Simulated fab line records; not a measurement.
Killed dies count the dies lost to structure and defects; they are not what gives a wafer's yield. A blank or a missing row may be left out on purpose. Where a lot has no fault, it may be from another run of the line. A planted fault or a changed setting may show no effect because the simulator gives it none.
One fault seen from 2 desks :: flow gf180mcu :: each desk has only its own numbers; what lay behind them comes last

== AT THE METROLOGY DESK ==
Means of the sampled wafers that have a number, per lot and without regard to the tool the lot ran on: this is what the gauges read. The brackets show how far a lot's mean lies from the usual mean; more than 4 standard deviations puts the lot out of limits, marked OUT.
Columns: A = STI_CVD_03_THK at GF_STI_THK_MEAS_04, usual 207.1 nm; B = VT_IMPLANT_OVL at GF_VT_IMPLANT_OVL_MEAS_07, usual -0.4 nm; C = cd nm at GF_HV_LDD_CD_MEAS_46, usual 400.3 nm; D = HV_LDD_CVD_56_THK at GF_HV_LDD_THK_MEAS_57, usual 90.1 nm
lot: L174
first seen here: day 1 16:38
A: 206.8
B: -1.0
C: 402.3
D: 90.3

lot: L175
first seen here: day 1 19:37
A: 207.7
B: -1.1
C: 399.0
D: 90.0

lot: L178
first seen here: day 2 09:45
A: 209.0
B: -1.3
C: 397.1
D: 91.2

lot: L181
first seen here: day 3 00:34
A: 203.7
B: 1.6
C: 399.5
D: 90.6

lot: L182
first seen here: day 3 05:38
A: 204.1
B: -1.4
C: 400.6
D: 89.6

lot: L183
first seen here: day 3 10:43
A: 209.0
B: 1.2
C: 404.8
D: 90.1

lot: L184
first seen here: day 3 15:52
A: 207.3
B: 0.7
C: 399.5
D: 90.8

lot: L185
first seen here: day 3 21:07
A: 206.8
B: -0.8
C: 407.5
D: 89.6

lot: L186
first seen here: day 4 01:35
A: 210.0
B: -0.2
C: 411.1 (+4.9) OUT
D: 90.8

lot: L194
first seen here: day 5 19:49
A: 208.2
B: 0.3
C: 399.9
D: 89.1

lot: L196
first seen here: day 6 05:11
A: 204.7
B: -1.3
C: 398.1
D: 90.8

lot: L197
first seen here: day 6 08:34
A: 209.2
B: -2.5
C: 400.3
D: 89.8
This desk's verdict: out of limits on L186, starting with L186 at day 16 07:04 (cd nm at GF_HV_LDD_CD_MEAS_46). L174, L175, L178, L181, L182, L183, L184, L185, L194, L196, L197: within limits.

== DESK OF THE TOOL OWNER: litho track-02 ==
The tool's own readings at GF_HV_LDD_COAT_41 (resist thk 1000 nm): means of the sampled wafers that have a number, for each lot that ran on this tool. The brackets show how far a lot's mean lies from the usual mean; more than 4 standard deviations puts the lot out of limits, marked OUT.
Columns: A = resist line temp C at GF_HV_LDD_COAT_41, usual 23.01 C; B = spin speed rpm at GF_HV_LDD_COAT_41, usual 3000.3 rpm
lot: L182
first seen here: day 14 14:15
A: 22.87
B: 2998.5

lot: L183
first seen here: day 14 23:25
A: 22.96
B: 3002.6

lot: L186
first seen here: day 15 20:15
A: 23.10
B: 3629.7 (+99 or more) OUT

lot: L185
first seen here: day 15 20:48
A: 22.94
B: 3628.5 (+99 or more) OUT

lot: L194
first seen here: day 18 15:31
A: 23.10
B: 3001.6
This desk's verdict: out of limits on L185, L186, starting with L186 at day 15 20:15 (spin speed rpm at GF_HV_LDD_COAT_41). L182, L183, L194: within limits.

== PUT TOGETHER ==
An alarm could have come from the tool owner's desk at day 15 20:15, on L185, L186.
Metrology desk: alarm possible at day 16 07:04 on L186.
The metrology desk has L185 on record, within its limits.
Of the lots named, all ran GF_HV_LDD_COAT_41 on litho track-02.

== WHAT THE SIMULATOR HAD PUT IN ==
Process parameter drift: litho track-02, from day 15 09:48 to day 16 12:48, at GF_HV_LDD_COAT_41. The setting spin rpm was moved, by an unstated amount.
Struck lots among those shown: L185, L186.
Fault start to first reading out of limits, in hours, per desk: tool owner, 10; metrology, 21.
